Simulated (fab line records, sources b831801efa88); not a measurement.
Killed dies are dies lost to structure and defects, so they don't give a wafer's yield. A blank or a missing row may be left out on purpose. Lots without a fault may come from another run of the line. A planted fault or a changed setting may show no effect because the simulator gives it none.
Which tool did it? | flow gf180mcu | 7 lots, 21 wafers sampled, at 1 step of a route of 602

WHAT THE GAUGES READ, wafer by wafer
GF_V2_THK_MEAS_03.
lot  | measured     | on            | V2_CVD_02_THK (nm)
L285 | day 19 13:52 | film_metro-04 | 854 851 861
L287 | day 20 08:11 | film_metro-02 | 856 854 867
L289 | day 21 02:38 | film_metro-02 | 840 840 847
L292 | day 22 09:16 | film_metro-02 | 840 841 858
L298 | day 25 01:29 | film_metro-04 | 858 868 857
L302 | day 25 16:11 | film_metro-02 | 856 865 867
L307 | day 27 14:34 | film_metro-02 | 828 846 855

WHICH TOOL RAN EACH LOT (tool, then ch and the chambers of the sampled wafers, then the start)
The record holds no process step before these readings.

THE ANSWER, worked out from the rows above alone
Rule: what is usual is taken from the lots themselves. Put in order of their means at a reading, lots are off if they are a third of the lots or fewer, leave a main group of 4 or more, and stand apart from it by a gap of 3 or more times the standard deviation of the main group's means; of several such gaps the widest counts. A main group whose means are all the same, to the digits that the tables above print for the reading, isn't used. A lot without any number at a reading at which 4 lots or more have one is off too. The other lots that the step has rows for count as sound.
No lot is off at any reading shown: from this, nothing can be told.

WHAT THE SIMULATOR HAD PUT IN
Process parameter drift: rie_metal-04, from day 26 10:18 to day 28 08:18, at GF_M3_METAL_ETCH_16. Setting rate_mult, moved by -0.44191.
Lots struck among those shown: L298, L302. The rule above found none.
